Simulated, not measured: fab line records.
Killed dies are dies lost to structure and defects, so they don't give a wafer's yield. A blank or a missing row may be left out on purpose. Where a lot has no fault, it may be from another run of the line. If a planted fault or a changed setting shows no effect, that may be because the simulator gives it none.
Problem report, 8D (eight disciplines) form, completed by code | flow gf180mcu | the parts of the form that need people (team, actions taken, sign-off) are left out

== 1. PROBLEM STATEMENT ==
At GF_V1_SPUTTER_22, chamber-pressure-pa averages 3.593 Pa over 6 wafers from 2 lots, while fault-free wafers read 5.001 Pa, standard deviation 0.011. So: -99 or more standard deviations from the usual mean.
The step: material TiN, target thk 10 nm, time 40 s.
First seen on wafer L767.1, day 21 20:28, on pvd-sputter-01. At this step, 39 wafers from 13 lots have a number in the record. Rule for "out", or "out of limits": more than 4 standard deviations from the usual mean. Any other wafer with a number is counted as sound.

== 2. WHAT IT IS AND WHAT IT IS NOT ==
question                    | is                     | is not
which readings at this step | chamber-pressure-pa    | -
which lots                  | L767, L768             | L757, L759, L760, L766, L772, L775, L776, L777, L778, L779, L780
which wafers of those lots  | all that have a number | -
read on which tools         | pvd-sputter-01         | pvd-sputter-03, pvd-sputter-04
when                        | from day 21 20:28      | up to then (12 sound wafers); but 21 sound wafers of L772, L775, L776, L777, L778, L779, L780 came after

== 3. THE SUSPECTS, EACH WITH WHAT RULES IT OUT ==
Counting: a tool at any process step up to the reading remains a suspect when it ran all the lots that are out and ran no sound lot after the first of those.
- rie-metal-04 at GF_M1_METAL_ETCH_16 (etches the open film in Cl2/BCl3, stops on SiO2, target depth 750.8 nm, time 125.1 s): ruled out as a lasting fault. Sound lots L775, L776 ran on it after its first lot that is out, L767 (day 20 18:35).
- pvd-sputter-01 at GF_V1_SPUTTER_22 (material TiN, target thk 10 nm, time 40 s): ruled out as a lasting fault. Sound lots L779, L780 ran on it after its first lot that is out, L767 (day 21 20:28).
Left after counting: nothing in the record.

== 4. THE CAUSE (what the simulator had put in) ==
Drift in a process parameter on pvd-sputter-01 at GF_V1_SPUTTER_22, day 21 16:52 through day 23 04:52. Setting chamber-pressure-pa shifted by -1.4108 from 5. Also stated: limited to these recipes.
Counting ruled it out, wrongly.

== 5. SEQUENCE OF EFFECTS, ordered by route ==
Each row: a reading where the mean over the struck wafers with a number is more than 3 standard deviations away from the usual. Readings are gone through only where the record gives a usual standard deviation; hours: the median, over the lots, of the time from a lot's start at the first step in this table giving one to that lot's start at this step; sigmas: the change measured in usual standard deviations.
hours | step             | reading             | usual    | on struck wafers | change | sigmas
0     | GF_V1_SPUTTER_22 | chamber-pressure-pa | 5.001 Pa | 3.593            | -1.408 | -99 or more
0     | GF_V1_SPUTTER_22 | throttle-valve-pct  | 30.0 %   | 34.9             | +4.9   | +4.1
Process steps it contains:
- GF_V1_SPUTTER_22: material TiN, target thk 10 nm, time 40 s.

== 6. HOW IT WOULD HAVE BEEN CAUGHT EARLIER ==
The fault began at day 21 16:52; the first out-of-limits reading in this record came at day 21 20:28, 4 hours later.
